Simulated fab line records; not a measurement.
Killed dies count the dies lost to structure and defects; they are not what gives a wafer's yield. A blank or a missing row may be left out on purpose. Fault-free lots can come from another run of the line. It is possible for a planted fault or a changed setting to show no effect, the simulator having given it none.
fab line records	flow sky130
record lots=11	wafers=33	lastDay=50
route steps=708 shown POLY_GATE@231 LDD_P@265 LDD_HVN@275 PAD_OPEN@708
lots with no fault: from the same line, run without faults
startH: the number of hours between the record's first day and the start of the first shown wafer of the lot	waitH: hours elapsed since this lot's preceding step	" as in the row above	L1.1+2: one row covering several wafers at once	- either no value or no given start	* or withheld: withheld	< > ~ a bound
route shown NAME@n: a module of which the file shows steps, and the number in the route of the first	usual: average and standard deviation across the fault-free wafers	same: alike in all rows	chamber/n: place in a boat	sites: readings site by site	_std_site: the values' standard deviation	_edge_site: the outer-site mean with the inner-site mean subtracted	radiusMm: how far each site lies from the wafer's centre	mask NAME#n: copy n	behind: tool/chamber where the wafer was last shaped	hold: what put the lot on hold/how long, in hours/how the hold closed	device: the n, p or np transistor that did not switch	end of line: the tests these same wafers got at the end of their route	for a step that has no rows: nothing shown but its recipe	killed: count of dies lost to structure and defects at first sort (not the wafer's yield)	map: shows each die of a wafer: x if killed, . if not, _ if none is there
set.NAME: the setting as run; set.NAME@STEP: as run at that earlier step	model.NAME: the simulator's own value behind a step, which no gauge read
steps of the route over a sample of lots; a table a step, a row a wafer
services: when a tool's chamber went out of use (startH, in hours from the record's first day, below 0 if earlier), for how many hours, and the reason
## steps
# step SKY_POLY_GATE_ETCH_17
# recipe targetDepthNm=180	stopOn=SiO2	overEtchFrac=0.56667	chemistry=HBr/Cl2	target=poly-Si	icpW=400	biasW=100	pressureMtorr=10	HBr_flow_sccm=150	Cl2_flow_sccm=50	timeS=70.5
# usual chamberPressureMTorr=10.001/0.0082	drypumpMotorCurrentA=5.82/0.21	heBacksideLeakSccm=2.81/0.28	oesProductAu=0.986/0.0079	throttleValvePct=33.686/0.0084
lot.wafer	tool	chamber	startH	waitH	chamberPressureMTorr	drypumpMotorCurrentA	heBacksideLeakSccm	oesProductAu	rfHoursCounterH	throttleValvePct
L784.1	rieSi-02	2	386.50	0.0	10.002	5.39	2.80	0.996	3	33.678
L784.4	"	2	"	"	10.018	5.42	2.60	0.983	-	33.692
L784.6	"	1	"	"	10.000	5.66	2.70	0.982	-	33.684
L787.1	rieSi-01	1	407.74	0.0	9.999	6.11	2.85	0.996	1	33.689
L787.3	"	3	"	"	10.001	5.85	2.68	0.982	45	33.672
L787.5	"	0	"	"	10.003	5.95	2.73	0.997	-	33.680
L788.2	rieSi-01	3	422.28	0.0	10.016	5.87	2.81	0.982	46	33.681
L788.5	"	0	"	"	10.007	5.96	2.85	0.994	-	33.678
L788.6	"	1	"	"	10.004	6.08	2.77	0.998	-	33.680
L789.1	rieSi-01	0	435.88	0.0	9.991	5.95	2.69	0.983	3	33.707
L789.2	"	1	"	"	10.013	6.09	3.11	0.990	2	33.691
L789.5	"	2	"	"	9.993	5.75	3.02	0.973	-	33.670
L797.2	rieSi-01	2	501.50	0.0	10.000	5.73	2.72	0.974	50	33.691
L797.3	"	3	"	"	9.999	5.85	2.83	0.985	46	33.682
L797.6	"	1	"	"	9.994	6.11	2.72	0.993	-	33.684
L799.1	rieSi-01	3	517.74	0.0	10.007	5.82	2.79	0.982	46	33.686
L799.5	"	3	"	"	9.995	5.85	2.71	0.983	-	33.682
L799.6	"	0	"	"	10.017	5.95	2.89	0.990	-	33.685
L800.2	rieSi-02	3	526.54	0.0	10.006	5.90	2.79	0.979	3	33.694
L800.4	"	0	"	"	10.007	5.98	2.57	0.991	45	33.687
L800.6	"	1	"	"	10.002	5.65	2.47	0.980	-	33.677
L801.3	rieSi-01	3	538.30	0.0	10.005	5.86	2.87	0.985	46	33.694
L801.4	"	1	"	"	9.997	6.10	2.85	1.005	-	33.684
L801.6	"	3	"	"	9.984	5.85	2.79	0.974	-	33.672
L803.2	rieSi-01	2	545.53	0.0	9.979	5.73	2.83	0.974	0	33.676
L803.3	"	1	"	"	10.012	6.07	2.80	0.999	2	33.670
L803.5	"	1	"	"	9.993	6.08	2.83	0.994	-	33.685
L804.1	rieSi-02	2	562.45	0.0	10.000	5.35	2.90	0.991	5	33.686
L804.3	"	3	"	"	10.006	5.85	3.16	0.979	3	33.695
L804.4	"	0	"	"	9.990	6.02	2.66	0.993	0	33.680
L805.1	rieSi-01	3	568.13	0.0	10.003	5.87	2.65	0.971	0	33.695
L805.2	"	2	"	"	10.011	5.73	2.77	0.980	0	33.692
L805.4	"	2	"	"	10.008	5.74	2.76	0.981	-	33.693
# step SKY_POLY_GATE_THK_MEAS_21
# recipe reads=SiO2_of_POLY_GATE_OXIDATION_20
# usual POLY_GATE_OXIDATION_THK=4.00/0.085
lot.wafer	tool	chamber	startH	waitH	POLY_GATE_OXIDATION_THK[nm]
L784.1	filmMetro-02	-	389.18	0.0	4.05
L784.4	"	-	"	"	4.00
L784.6	"	-	"	"	4.07
L787.1	filmMetro-01	-	409.19	0.0	3.96
L787.3	"	-	"	"	3.98
L787.5	"	-	"	"	3.93
L788.2	filmMetro-03	-	423.74	0.0	3.98
L788.5	"	-	"	"	4.02
L788.6	"	-	"	"	4.12
L789.1	filmMetro-03	-	438.30	0.0	4.11
L789.2	"	-	"	"	3.95
L789.5	"	-	"	"	4.05
L797.2	filmMetro-02	-	503.04	0.0	4.00
L797.3	"	-	"	"	3.91
L797.6	"	-	"	"	3.98
L799.1	filmMetro-01	-	519.19	0.0	4.06
L799.5	"	-	"	"	4.16
L799.6	"	-	"	"	4.15
L800.2	filmMetro-01	-	528.73	0.0	3.75
L800.4	"	-	"	"	3.76
L800.6	"	-	"	"	3.84
L801.3	filmMetro-03	-	540.75	0.0	3.97
L801.4	"	-	"	"	4.01
L801.6	"	-	"	"	3.95
L803.2	filmMetro-02	-	546.99	0.0	3.90
L803.3	"	-	"	"	3.95
L803.5	"	-	"	"	3.87
L804.1	filmMetro-03	-	563.91	0.0	3.98
L804.3	"	-	"	"	4.05
L804.4	"	-	"	"	4.01
L805.1	filmMetro-02	-	569.58	0.0	4.05
L805.2	"	-	"	"	4.01
L805.4	"	-	"	"	4.03
# step SKY_LDD_P_STRIP_10
# recipe chemistry=O2/N2	powerW=1400	pressureMtorr=1500	platenTempC=withheld	o2FlowSccm=3000	n2FlowSccm=300	overashFraction=0.5
# usual chamberPressureMTorr=1500/3.1	drypumpMotorCurrentA=5.40/0.24	oesProductAu=0.716/0.0045	stripTimeToEndpointS=14.17/0.032
lot.wafer	tool	chamber	startH	waitH	chamberPressureMTorr	drypumpMotorCurrentA	oesProductAu	rfHoursCounterH	stripTimeToEndpointS
L784.1	plasmaAsher-03	1	450.76	0.1	1499	5.28	0.716	2	14.16
L784.4	"	1	"	"	1501	5.27	0.707	-	14.16
L784.6	"	1	"	"	1500	5.26	0.717	-	14.15
L787.1	plasmaAsher-04	1	472.76	0.1	1497	5.34	0.719	35	14.15
L787.3	"	1	"	"	1499	5.34	0.728	-	14.20
L787.5	"	1	"	"	1498	5.34	0.716	-	14.17
L788.2	plasmaAsher-02	1	487.12	0.1	1500	5.77	0.713	67	14.19
L788.5	"	1	"	"	1501	5.75	0.718	-	14.18
L788.6	"	0	"	"	1499	6.10	0.716	-	14.23
L789.1	plasmaAsher-04	1	502.34	0.1	1500	5.33	0.716	38	14.16
L789.2	"	0	"	"	1502	5.52	0.706	38	14.16
L789.5	"	1	"	"	1503	5.32	0.718	-	14.18
L797.2	plasmaAsher-03	0	565.77	0.1	1500	5.20	0.716	13	14.22
L797.3	"	1	"	"	1499	5.26	0.712	-	14.14
L797.6	"	0	"	"	1499	5.22	0.707	-	14.21
L799.1	plasmaAsher-04	1	581.32	0.1	1501	5.34	0.717	46	14.19
L799.5	"	0	"	"	1499	5.55	0.716	-	14.21
L799.6	"	1	"	"	1501	5.33	0.720	-	14.21
L800.2	plasmaAsher-03	1	590.94	0.1	1503	5.22	0.718	15	14.21
L800.4	"	1	"	"	1500	5.25	0.719	-	14.25
L800.6	"	1	"	"	1501	5.24	0.711	-	14.25
L801.3	plasmaAsher-03	0	602.94	0.1	1499	5.20	0.717	-	14.19
L801.4	"	1	"	"	1502	5.24	0.716	-	14.16
L801.6	"	1	"	"	1500	5.29	0.712	-	14.16
L803.2	plasmaAsher-04	1	608.31	0.1	1501	5.34	0.716	48	14.20
L803.3	"	0	"	"	1501	5.53	0.714	-	14.13
L803.5	"	0	"	"	1500	5.53	0.726	-	14.12
L804.1	plasmaAsher-04	0	623.59	0.1	1501	5.55	0.715	50	14.17
L804.3	"	1	"	"	1499	5.31	0.716	-	14.21
L804.4	"	0	"	"	1502	5.55	0.717	-	14.19
L805.1	plasmaAsher-02	0	629.24	0.1	1498	6.12	0.717	81	14.17
L805.2	"	1	"	"	1501	5.76	0.719	81	14.18
L805.4	"	1	"	"	1500	5.77	0.708	-	14.20
# step SKY_LDD_HVN_IMPLANT_08
# recipe species=P	energyKev=60	doseCm2=3e+13	tiltDeg=40
# usual beamEnergyKeV=59.997/0.019	tiltDeg=39.999/0.022
lot.wafer	tool	chamber	startH	waitH	beamEnergyKeV	tiltDeg
L784.1	implanter-03	0	482.32	0.0	59.976	39.989
L784.4	"	0	"	"	59.966	40.003
L784.6	"	0	"	"	59.974	40.010
L787.1	implanter-02	0	503.92	0.0	60.002	40.021
L787.3	"	0	"	"	59.988	39.998
L787.5	"	0	"	"	60.007	40.033
L788.2	implanter-02	0	517.18	0.0	77.584	39.979
L788.5	"	0	"	"	77.552	39.970
L788.6	"	0	"	"	77.560	39.977
L789.1	implanter-02	0	531.38	0.0	77.560	39.993
L789.2	"	0	"	"	77.539	39.972
L789.5	"	0	"	"	77.562	40.012
L797.2	implanter-02	0	595.49	0.0	60.016	39.995
L797.3	"	0	"	"	60.018	40.004
L797.6	"	0	"	"	59.991	40.033
L799.1	implanter-04	0	611.65	0.0	60.014	40.023
L799.5	"	0	"	"	60.000	40.047
L799.6	"	0	"	"	60.013	40.005
L800.2	implanter-02	0	619.99	0.0	59.985	40.010
L800.4	"	0	"	"	60.028	39.979
L800.6	"	0	"	"	59.989	40.038
L801.3	implanter-02	0	632.30	0.1	60.026	40.010
L801.4	"	0	"	"	60.009	39.966
L801.6	"	0	"	"	59.979	39.990
L803.2	implanter-04	0	637.19	0.0	60.007	39.998
L803.3	"	0	"	"	60.016	40.031
L803.5	"	0	"	"	60.002	39.993
L804.1	implanter-04	0	653.30	0.0	59.996	39.988
L804.3	"	0	"	"	59.995	40.014
L804.4	"	0	"	"	59.994	40.019
L805.1	implanter-02	0	659.05	0.0	59.971	39.977
L805.2	"	0	"	"	59.973	39.987
L805.4	"	0	"	"	60.003	39.987
# step SKY_LDD_HVN_TW_MEAS_10
# usual LDD_HVN_TW=1441/8.5
lot.wafer	tool	chamber	startH	waitH	LDD_HVN_TW
L784.1	filmMetro-03	-	482.57	0.1	1439
L784.4	"	-	"	"	1425
L784.6	"	-	"	"	1437
L787.1	filmMetro-03	-	504.17	0.1	1444
L787.3	"	-	"	"	1444
L787.5	"	-	"	"	1445
L788.2	filmMetro-02	-	517.41	0.1	1549
L788.5	"	-	"	"	1547
L788.6	"	-	"	"	1550
L789.1	filmMetro-03	-	531.63	0.1	1530
L789.2	"	-	"	"	1542
L789.5	"	-	"	"	1550
L797.2	filmMetro-02	-	595.73	0.1	1460
L797.3	"	-	"	"	1448
L797.6	"	-	"	"	1453
L799.1	filmMetro-02	-	611.90	0.1	1443
L799.5	"	-	"	"	1436
L799.6	"	-	"	"	1437
L800.2	filmMetro-02	-	620.23	0.1	1429
L800.4	"	-	"	"	1440
L800.6	"	-	"	"	1428
L801.3	filmMetro-02	-	632.52	0.1	1448
L801.4	"	-	"	"	1445
L801.6	"	-	"	"	1452
L803.2	filmMetro-01	-	637.43	0.1	1439
L803.3	"	-	"	"	1444
L803.5	"	-	"	"	1442
L804.1	filmMetro-01	-	653.55	0.1	1440
L804.3	"	-	"	"	1439
L804.4	"	-	"	"	1430
L805.1	filmMetro-03	-	659.30	0.1	1445
L805.2	"	-	"	"	1437
L805.4	"	-	"	"	1440
# step SKY_PAD_OPEN_PROBE_99
# usual killed_at_M0_to_M3=43/7.2	killed_at_M4_up=3.1/1.8	killedAtContacts=24/5.4	killedAtFrontEnd=15/4.4	killedAtOther=0.4/0.56	killedDies=86/9.3	killedOpen=47/6.9	killedShort=39/6.6
# same grossDies=492	killedAtBackSide=0
lot.wafer	tool	chamber	startH	waitH	killed_at_M0_to_M3	killed_at_M4_up	killedAtContacts	killedAtFrontEnd	killedAtOther	killedDies	killedOpen	killedShort
L784.1	prober-01	-	1092.26	0.1	38	6	15	13	0	72	40	32
L784.4	prober-01	-	1092.41	0.2	37	2	23	21	0	83	48	35
L784.6	prober-01	-	1092.51	0.2	43	4	27	15	1	90	50	40
L787.1	prober-02	-	1104.11	0.1	39	4	26	14	1	84	43	41
L787.3	prober-02	-	1104.21	0.2	50	0	11	13	0	74	40	34
L787.5	prober-02	-	1104.31	0.2	39	1	24	22	1	87	45	42
L788.2	prober-01	-	1118.11	0.1	47	2	23	10	1	83	47	36
L788.5	prober-01	-	1118.26	0.2	49	1	24	16	0	90	51	39
L788.6	prober-01	-	1118.31	0.2	39	8	26	16	0	89	62	27
L789.1	prober-02	-	1121.07	0.1	39	5	25	21	0	90	51	39
L789.2	prober-02	-	1121.12	0.1	48	6	26	25	0	105	57	48
L789.5	prober-02	-	1121.27	0.2	46	1	24	20	0	91	52	39
L797.2	prober-02	-	1163.50	0.1	38	5	19	11	1	74	30	44
L797.3	prober-02	-	1163.55	0.2	39	4	33	13	0	89	47	42
L797.6	prober-02	-	1163.70	0.2	51	3	18	12	0	84	49	35
L799.1	prober-02	-	1179.65	0.1	46	4	28	23	0	101	55	46
L799.5	prober-02	-	1179.85	0.2	46	3	27	11	0	87	52	35
L799.6	prober-02	-	1179.90	0.2	30	3	25	19	0	77	32	43
L800.2	prober-01	-	1181.20	0.1	47	3	25	13	0	88	53	34
L800.4	prober-01	-	1181.30	0.2	34	3	23	10	0	70	46	24
L800.6	prober-01	-	1181.40	0.2	29	2	32	15	0	78	46	32
L801.3	prober-02	-	1184.39	0.2	43	1	24	19	1	88	48	39
L801.4	prober-02	-	1184.44	0.2	39	5	27	14	0	85	48	37
L801.6	prober-02	-	1184.54	0.2	39	1	22	15	0	77	38	39
L803.2	prober-02	-	1189.10	0.1	49	6	26	20	1	102	48	54
L803.3	prober-02	-	1189.15	0.2	44	6	25	6	1	82	45	37
L803.5	prober-02	-	1189.25	0.2	41	1	19	18	1	80	38	42
L804.1	prober-01	-	1196.70	0.1	39	10	22	11	1	83	42	41
L804.3	prober-01	-	1196.80	0.2	43	0	31	12	0	86	50	36
L804.4	prober-01	-	1196.85	0.2	34	6	30	11	1	82	37	43
L805.1	prober-02	-	1201.16	0.1	37	5	28	20	0	90	46	44
L805.2	prober-02	-	1201.21	0.1	49	2	37	11	0	99	51	48
L805.4	prober-02	-	1201.31	0.2	43	1	23	10	0	77	42	35
# killed by level:class
L784.1 VIA1:geometricParticle:open=15 METAL2:geometricParticle:short=6 CONTACT:geometricParticle:open=5 CONTACT:geometricParticle:short=4 METAL1:geometricParticle:short=4 VIA2:geometricParticle:open=4 FIELD_ISO:geometricParticle:open=3 POLY_GATE:geometricParticle:short=3
L784.4 VIA3:geometricParticle:open=8 LI_CONTACT:geometricParticle:open=7 VIA1:geometricParticle:open=7 VIA2:geometricParticle:open=6 FIELD_ISO:geometricParticle:open=5 FIELD_ISO:geometricParticle:short=5 LOCAL_INTERCONNECT:geometricParticle:short=5 POLY_GATE:geometricParticle:open=4
L784.6 VIA1:geometricParticle:open=9 CONTACT:geometricParticle:open=8 VIA3:geometricParticle:open=7 FIELD_ISO:geometricParticle:short=6 LI_CONTACT:geometricParticle:open=6 VIA2:geometricParticle:open=6 LOCAL_INTERCONNECT:geometricParticle:short=5 METAL2:geometricParticle:short=5
L787.1 LOCAL_INTERCONNECT:geometricParticle:short=7 CONTACT:geometricParticle:open=7 VIA2:geometricParticle:open=7 VIA1:geometricParticle:open=7 LI_CONTACT:geometricParticle:open=6 VIA3:geometricParticle:open=5 CONTACT:geometricParticle:short=4 VIA1:geometricParticle:short=4
L787.3 VIA1:geometricParticle:open=9 METAL1:geometricParticle:short=9 VIA2:geometricParticle:open=7 VIA3:geometricParticle:open=5 POLY_GATE:geometricParticle:short=4 VIA1:geometricParticle:short=4 METAL1:geometricParticle:open=4 POLY_GATE:geometricParticle:open=3
L787.5 VIA1:geometricParticle:open=10 CONTACT:geometricParticle:open=8 VIA3:geometricParticle:open=7 POLY_GATE:geometricParticle:short=6 LI_CONTACT:geometricParticle:open=6 FIELD_ISO:geometricParticle:short=5 METAL2:geometricParticle:short=5 FIELD_ISO:geometricParticle:open=4
L788.2 VIA1:geometricParticle:open=12 CONTACT:geometricParticle:open=8 METAL1:geometricParticle:short=6 VIA2:geometricParticle:open=6 VIA3:geometricParticle:short=5 LI_CONTACT:geometricParticle:open=5 LOCAL_INTERCONNECT:geometricParticle:short=5 VIA3:geometricParticle:open=5
L788.5 LI_CONTACT:geometricParticle:open=8 VIA1:geometricParticle:open=8 VIA3:geometricParticle:open=7 METAL1:geometricParticle:short=6 METAL2:geometricParticle:short=6 FIELD_ISO:geometricParticle:open=5 LOCAL_INTERCONNECT:geometricParticle:short=5 CONTACT:geometricParticle:open=5
L788.6 VIA1:geometricParticle:open=13 LI_CONTACT:geometricParticle:open=11 CONTACT:geometricParticle:open=11 VIA3:geometricParticle:open=7 FIELD_ISO:geometricParticle:open=4 METAL4:geometricParticle:short=4 VIA4:geometricParticle:open=4 METAL2:geometricParticle:short=4
L789.1 VIA1:geometricParticle:open=11 LI_CONTACT:geometricParticle:open=10 POLY_GATE:geometricParticle:short=7 CONTACT:geometricParticle:open=7 VIA3:geometricParticle:open=5 METAL2:geometricParticle:short=4 POLY_GATE:geometricParticle:open=4 METAL3:geometricParticle:short=4
L789.2 VIA1:geometricParticle:open=18 VIA1:geometricParticle:short=12 LI_CONTACT:geometricParticle:open=9 POLY_GATE:geometricParticle:open=8 CONTACT:geometricParticle:open=7 METAL4:geometricParticle:short=6 FIELD_ISO:geometricParticle:open=5 POLY_GATE:geometricParticle:short=5
L789.5 VIA1:geometricParticle:open=12 CONTACT:geometricParticle:open=9 VIA1:geometricParticle:short=8 VIA2:geometricParticle:open=6 CONTACT:geometricParticle:short=6 VIA3:geometricParticle:open=6 POLY_GATE:geometricParticle:open=5 FIELD_ISO:geometricParticle:short=4
L797.2 METAL1:geometricParticle:short=9 FIELD_ISO:geometricParticle:short=6 VIA3:geometricParticle:open=6 CONTACT:geometricParticle:open=6 VIA1:geometricParticle:open=5 LI_CONTACT:geometricParticle:open=4 CONTACT:geometricParticle:short=4 VIA1:geometricParticle:short=4
L797.3 CONTACT:geometricParticle:open=11 VIA1:geometricParticle:open=8 CONTACT:geometricParticle:short=7 METAL2:geometricParticle:short=6 VIA3:geometricParticle:open=6 LI_CONTACT:geometricParticle:open=5 POLY_GATE:geometricParticle:short=5 LOCAL_INTERCONNECT:geometricParticle:short=5
L797.6 VIA1:geometricParticle:open=11 VIA3:geometricParticle:open=9 VIA2:geometricParticle:open=8 CONTACT:geometricParticle:open=6 FIELD_ISO:geometricParticle:open=5 LOCAL_INTERCONNECT:geometricParticle:short=5 VIA1:geometricParticle:short=5 METAL3:geometricParticle:short=4
L799.1 CONTACT:geometricParticle:open=13 VIA1:geometricParticle:open=9 VIA2:geometricParticle:open=8 FIELD_ISO:geometricParticle:short=7 LI_CONTACT:geometricParticle:open=7 METAL1:geometricParticle:short=6 VIA1:geometricParticle:short=6 POLY_GATE:geometricParticle:short=5
L799.5 CONTACT:geometricParticle:open=12 VIA1:geometricParticle:open=12 VIA1:geometricParticle:short=7 METAL2:geometricParticle:short=7 LI_CONTACT:geometricParticle:open=6 VIA2:geometricParticle:open=6 POLY_GATE:geometricParticle:open=5 LI_CONTACT:geometricParticle:short=4
L799.6 CONTACT:geometricParticle:open=6 FIELD_ISO:geometricParticle:short=5 LI_CONTACT:geometricParticle:short=5 LI_CONTACT:geometricParticle:open=5 LOCAL_INTERCONNECT:geometricParticle:short=5 METAL1:geometricParticle:short=5 VIA1:geometricParticle:open=5 POLY_GATE:geometricParticle:short=4
L800.2 CONTACT:geometricParticle:open=11 VIA3:geometricParticle:open=10 VIA2:geometricParticle:open=8 LI_CONTACT:geometricParticle:open=7 VIA1:geometricParticle:open=6 METAL3:geometricParticle:short=6 METAL2:geometricParticle:short=6 FIELD_ISO:geometricParticle:short=4
L800.4 CONTACT:geometricParticle:open=9 VIA1:geometricParticle:open=9 VIA3:geometricParticle:open=7 VIA2:geometricParticle:open=6 LI_CONTACT:geometricParticle:open=4 LOCAL_INTERCONNECT:geometricParticle:short=4 CONTACT:geometricParticle:short=4 FIELD_ISO:geometricParticle:open=3
L800.6 CONTACT:geometricParticle:open=12 LOCAL_INTERCONNECT:geometricParticle:short=9 VIA1:geometricParticle:open=8 VIA2:geometricParticle:open=6 LI_CONTACT:geometricParticle:open=5 VIA3:geometricParticle:open=5 VIA2:geometricParticle:short=3 POLY_GATE:geometricParticle:open=3
L801.3 CONTACT:geometricParticle:open=10 VIA3:geometricParticle:open=8 VIA1:geometricParticle:open=7 FIELD_ISO:geometricParticle:short=6 LI_CONTACT:geometricParticle:open=6 METAL2:geometricParticle:short=6 VIA2:geometricParticle:open=6 CONTACT:geometricParticle:short=5
L801.4 VIA1:geometricParticle:open=11 CONTACT:geometricParticle:open=8 LOCAL_INTERCONNECT:geometricParticle:short=6 VIA2:geometricParticle:open=5 VIA3:geometricParticle:open=5 LI_CONTACT:geometricParticle:open=4 CONTACT:geometricParticle:short=4 METAL1:geometricParticle:short=4
L801.6 METAL2:geometricParticle:short=8 CONTACT:geometricParticle:open=7 VIA1:geometricParticle:open=7 VIA3:geometricParticle:open=7 CONTACT:geometricParticle:short=6 VIA1:geometricParticle:short=5 FIELD_ISO:geometricParticle:open=4 POLY_GATE:geometricParticle:short=4
L803.2 VIA1:geometricParticle:open=11 CONTACT:geometricParticle:open=9 FIELD_ISO:geometricParticle:open=6 VIA2:geometricParticle:short=6 METAL1:geometricParticle:short=6 VIA1:geometricParticle:short=6 METAL4:geometricParticle:short=6 POLY_GATE:geometricParticle:short=5
L803.3 CONTACT:geometricParticle:open=11 VIA1:geometricParticle:open=10 METAL1:geometricParticle:short=6 LI_CONTACT:geometricParticle:open=5 LOCAL_INTERCONNECT:geometricParticle:short=5 VIA2:geometricParticle:open=5 VIA1:geometricParticle:short=5 VIA3:geometricParticle:open=5
L803.5 VIA1:geometricParticle:open=8 VIA3:geometricParticle:open=6 METAL1:geometricParticle:short=5 VIA2:geometricParticle:open=5 FIELD_ISO:geometricParticle:short=4 POLY_GATE:geometricParticle:short=4 POLY_GATE:geometricParticle:open=4 LOCAL_INTERCONNECT:geometricParticle:short=4
L804.1 VIA1:geometricParticle:open=11 CONTACT:geometricParticle:open=10 METAL4:geometricParticle:short=6 FIELD_ISO:geometricParticle:short=5 METAL1:geometricParticle:short=5 VIA2:geometricParticle:open=5 CONTACT:geometricParticle:short=4 VIA3:geometricParticle:short=3
L804.3 CONTACT:geometricParticle:open=12 VIA1:geometricParticle:open=11 LI_CONTACT:geometricParticle:open=11 METAL3:geometricParticle:short=6 VIA3:geometricParticle:open=6 METAL1:geometricParticle:short=5 CONTACT:geometricParticle:short=4 VIA1:geometricParticle:short=4
L804.4 LOCAL_INTERCONNECT:geometricParticle:short=8 VIA1:geometricParticle:short=7 VIA1:geometricParticle:open=7 CONTACT:geometricParticle:open=6 LI_CONTACT:geometricParticle:open=5 CONTACT:geometricParticle:short=5 FIELD_ISO:geometricParticle:short=4 LI_CONTACT:geometricParticle:short=4
L805.1 CONTACT:geometricParticle:open=10 LI_CONTACT:geometricParticle:open=8 VIA1:geometricParticle:open=8 CONTACT:geometricParticle:short=6 METAL3:geometricParticle:short=5 FIELD_ISO:geometricParticle:short=4 METAL1:geometricParticle:short=4 METAL2:geometricParticle:short=4
L805.2 VIA1:geometricParticle:open=13 CONTACT:geometricParticle:open=12 CONTACT:geometricParticle:short=8 VIA1:geometricParticle:short=8 LI_CONTACT:geometricParticle:open=7 LOCAL_INTERCONNECT:geometricParticle:short=5 METAL1:geometricParticle:short=5 VIA2:geometricParticle:open=5
L805.4 CONTACT:geometricParticle:open=11 VIA2:geometricParticle:open=9 VIA1:geometricParticle:short=9 VIA1:geometricParticle:open=7 METAL1:geometricParticle:short=5 METAL2:geometricParticle:short=5 VIA3:geometricParticle:open=5 FIELD_ISO:geometricParticle:short=4
## services
tool	chamber	startH	hours	kind
rieSi-02	0	370.27	2.7	repair
rieSi-02	0	385.06	5.2	repair
rieSi-01	0	386.44	3.3	repair
rieSi-01	-	387.81	0.2	repair
implanter-02	-	405.07	4.2	pm
plasmaAsher-03	-	421.25	9.0	pm
plasmaAsher-04	-	429.20	8.1	repair
rieSi-01	3	431.73	1.8	repair
implanter-04	-	438.13	1.0	repair
rieSi-01	1	446.70	2.1	repair
plasmaAsher-03	-	447.01	2.4	repair
rieSi-02	-	454.30	0.2	repair
implanter-02	-	484.72	1.4	repair
implanter-04	-	492.88	9.3	repair
rieSi-01	3	496.02	3.3	repair
rieSi-01	3	506.39	9.6	repair
rieSi-02	3	512.69	1.8	repair
rieSi-01	2	559.23	2.0	repair
rieSi-01	1	565.27	19.1	repair
implanter-04	-	593.73	1.8	repair
implanter-04	-	618.20	4.3	repair
plasmaAsher-04	-	630.79	3.5	repair
plasmaAsher-04	-	653.67	2.8	pm
plasmaAsher-03	-	658.47	0.7	repair
## key
firstSign step=SKY_LDD_HVN_IMPLANT_08	reading=beamEnergyKeV	direction=up	sigmas=99+	usual=*	struck=*
effect step=SKY_LDD_HVN_TW_MEAS_10	reading=LDD_HVN_TW	direction=up	sigmas=12	usual=1441	struck=1545
metAt SKY_LDD_HVN_IMPLANT_08
struckLots L788,L789
testerLeftOut L788,L789
notActingAt SKY_POLY_GATE_ETCH_17,SKY_POLY_GATE_THK_MEAS_21,SKY_LDD_P_STRIP_10
onsetBetween 503.92 517.18
fault kind=processParameterDrift	tool=implanter-02	chamber=-	onsetH=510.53	steps=SKY_LDD_HVN_IMPLANT_08	channel=energyKev	offset=*	shape=step	endH=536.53	actsIn=*	stated=*
# testerLeftOut: of these lots the tester's yield and bins aren't shown, on N5 and GAA mostly nor the transistor test; their killed dies are dies lost to structure and defects alone, not to doping, threshold or leakage, so they don't give the yield
